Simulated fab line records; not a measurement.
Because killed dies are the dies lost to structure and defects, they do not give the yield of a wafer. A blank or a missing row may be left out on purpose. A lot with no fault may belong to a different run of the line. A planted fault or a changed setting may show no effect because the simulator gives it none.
Which tool did it? -- flow sky130 -- Sampling: 6 lots, 18 wafers, 3 of 708 route steps

== WHAT THE GAUGES SHOWED, per wafer ==
SKY_LDD_LDN_OVL_MEAS_07.
lot,measured,on,LDD_LDN_OVL (nm)
L773,day 24 08:14,overlay-02,-0.5 -0.4 2.3
L779,day 26 11:43,overlay-01,-0.3 0.3 -1.3
L782,day 27 20:05,overlay-01,0.5 1.5 -0.3
L786,day 28 21:48,overlay-02,-0.4 -1.0 -2.0
L789,day 29 14:38,overlay-01,-0.4 -1.3 -1.7
L792,day 30 20:04,overlay-01,-1.5 -1.0 -2.5

== EACH LOT AND THE TOOL THAT RAN IT (in order: tool; ch and the chambers of the sampled wafers; start) ==
lot,SKY_LDD_P_STRIP_10,SKY_LDD_HVP_STRIP_09
L773,"plasma asher-01 ch 0,1, day 20 13:28","plasma asher-02 ch 0,1, day 23 02:18"
L779,"plasma asher-03 ch 0,1, day 22 19:43","plasma asher-02 ch 0,1, day 25 07:16"
L782,"plasma asher-04 ch 0,1, day 24 05:08","plasma asher-01 ch 0,1, day 26 15:38"
L786,"plasma asher-01 ch 0,1, day 25 07:26","plasma asher-04 ch 0,1, day 27 17:17"
L789,"plasma asher-01 ch 0,1, day 26 00:50","plasma asher-01 ch 0,1, day 28 10:38"
L792,"plasma asher-04 ch 0,1, day 27 07:41","plasma asher-01 ch 0,1, day 29 16:31"
- SKY_LDD_P_STRIP_10: strips in O2/N2.
- SKY_LDD_HVP_STRIP_09: strips in O2/N2.

== THE ANSWER, worked out from the rows above alone ==
Rule: the lots themselves supply what counts as usual. The widest of any qualifying gaps counts: lots, ordered by their means at a reading, are off when they make up no more than a third of the lots, leave a main group of 4 or more, and stand apart from it by 3 or more times the standard deviation of that group's means. The tables above print the reading to a certain number of digits; a main group whose means all agree to those digits is not used. Also off: a lot with no number at a reading for which 4 or more lots have one. Any other lot the step has rows for is counted as sound.
No lot is off at any reading shown: from this, nothing can be told.

== WHAT THE SIMULATOR HAD PUT IN ==
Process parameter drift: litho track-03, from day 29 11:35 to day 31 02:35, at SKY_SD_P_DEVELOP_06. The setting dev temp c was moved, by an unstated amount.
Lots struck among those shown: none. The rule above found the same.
